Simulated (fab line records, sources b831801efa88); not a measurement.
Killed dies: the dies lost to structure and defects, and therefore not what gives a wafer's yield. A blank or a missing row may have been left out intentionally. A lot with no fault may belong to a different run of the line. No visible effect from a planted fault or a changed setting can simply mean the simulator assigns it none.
A struck lot beside a sound one    flow sky130    35 out of 708 route steps
Sound: wafers L217.1, L217.4, L217.6. Wafers L220.1, L220.2, L220.3 were the ones struck. At the end, the cause is stated.
At each step with rows: each side's tool, then ch and its chambers, then its first start. Under that, the readings that differ: sound wafers    struck wafers    difference of the means    sigmas: that difference in standard deviations of wafers without a fault.
alike: a reading whose means differ by less than 2 such deviations, as well as words and numbers matching on both sides. not compared: withheld readings; readings where some wafer has no value; bounds like >300 that might hide an equal value; numbers whose values overlap and for which the record gives no deviation.
A row with sigmas, a row that says differs or no value, or rows on one side alone: a step with any of these is where the two part. Numbers that have no deviation but don't overlap get no sigmas and don't part them. A reading that every wafer of one side lacks parts them only if that side has two wafers or more.

first, 10 steps without rows for these wafers: SKY_METAL2_SOFTBAKE_11 (time 90 s); SKY_METAL2_EXPOSE_12 (exposes mask MM2, target cd 140 nm); SKY_METAL2_PEB_13; SKY_METAL2_DEVELOP_14 (develop time 60 s); SKY_METAL2_DESCUM_17 (chemistry O2, time 8 s); SKY_METAL2_ETCH_18 (etches BARC in N2/H2, stops on SiO2, time 45.9 s, target depth 60 nm); SKY_METAL2_METAL_ETCH_19 (etches the open film in Cl2/BCl3, stops on SiO2, target depth 360 nm, time 78 s); SKY_METAL2_STRIP_20 (strips in O2/N2); SKY_METAL2_STRIP_21 (strips in post etch residue remover, time 1200 s); SKY_METAL2_CLEAN_22 (cleans in IPA, time 180 s).
SKY_METAL2_CLEAN_23: cleans in O3/DIW.
  sound on wet_bench-03 ch 1, day 39 20:19; struck on wet_bench-03 ch 1, day 40 18:46
then, 23 steps without rows for these wafers: SKY_VIA2_HDPCVD_00 (deposits SiO2, target thk 1180 nm, time 196.7 s); SKY_VIA2_CMP_02 (polishes SiO2); SKY_VIA2_DEHYDRATE_04 (time 60 s); SKY_VIA2_HMDS_05 (prime time 60 s); SKY_VIA2_COAT_06 (resist thk 60 nm); SKY_VIA2_COAT_07 (resist thk 450 nm); SKY_VIA2_SOFTBAKE_08 (time 90 s); SKY_VIA2_EXPOSE_09 (exposes mask VIM2, target cd 200 nm); SKY_VIA2_PEB_10; SKY_VIA2_DEVELOP_11 (develop time 60 s); SKY_VIA2_ETCH_14 (etches BARC in N2/H2, stops on SiO2, time 45.9 s, target depth 60 nm); SKY_VIA2_ETCH_15 (etches SiO2 in C4F8/O2/Ar, stops on TiN, target depth 546 nm, time 84 s); SKY_VIA2_STRIP_16 (strips in O2/N2); SKY_VIA2_STRIP_17 (strips in post etch residue remover, time 1200 s); SKY_VIA2_CLEAN_18 (cleans in IPA, time 180 s); SKY_VIA2_CLEAN_19 (cleans in O3/DIW); SKY_VIA2_SPUTTER_20 (material TiN, target thk 20 nm, time 80 s); SKY_VIA2_CVD_21 (deposits W, target thk 420 nm, time 126.4 s); SKY_VIA2_CMP_24 (polishes, stops on SiO2, t overpolish 20 s, target thk 0 nm); SKY_METAL3_SPUTTER_00 (material Ti, target thk 15 nm, time 10 s); SKY_METAL3_SPUTTER_01 (material TiN, target thk 20 nm, time 16.7 s); SKY_METAL3_SPUTTER_02 (material AlCu, target thk 735 nm, time 39.1 s); SKY_METAL3_SPUTTER_03 (material Ti, target thk 5 nm, time 3.3 s).
-- the record jumps here: 9 days lie between the struck wafers' starts before and after (it left off in module METAL3 and takes up again in module PAD_OPEN, whose first step shown is number 708 of the route) --
SKY_PAD_OPEN_PROBE_99:
  sound on prober-02, day 49 11:19; struck on prober-01, day 50 01:59
reading                                sound                 struck             difference  sigmas
defect_limited_yield (%)               79.7 81.5 85.2        72.0 70.3 73.2     -10.3       -5
killed_at_M0_to_M3                     57 43 42              91 110 90          +50         +7
killed_dies                            100 91 73             138 146 132        +51         +5
sort_bin_3_pad_short (%)               0.4 0.4 0.6           4.1 4.3 3.9        +3.6        +9
sort_bin_5_function (%)                14.0 10.6 9.6         16.3 18.7 15.2     +5.3        +3
sort_n_pass                            392 401 419           354 346 360        -51         -5
sort_yield_pct (%)                     79.7 81.5 85.2        72.0 70.3 73.2     -10.3       -5
model.etest.tester.sort_n_pass         392 401 419           354 346 360        -51         
model.etest.tester.sort_yield_pct (%)  79.67 81.5 85.16      71.95 70.33 73.17  -10.29      
model.etest.tester.sort_bin_5_pct (%)  14.02 10.57 9.553     16.26 18.7 15.24   +5.35       
model.etest.tester.sort_bin_3_pct (%)  0.4065 0.4065 0.6098  4.065 4.268 3.862  +3.591      
  alike: killed_at_M4_up, killed_at_contacts, killed_at_front_end, killed_at_other, killed_open, killed_short, sort_bin_6_memory

== WHERE THEY PART ==
Within this record, at SKY_PAD_OPEN_PROBE_99 only.

WHY: what the simulator had put in
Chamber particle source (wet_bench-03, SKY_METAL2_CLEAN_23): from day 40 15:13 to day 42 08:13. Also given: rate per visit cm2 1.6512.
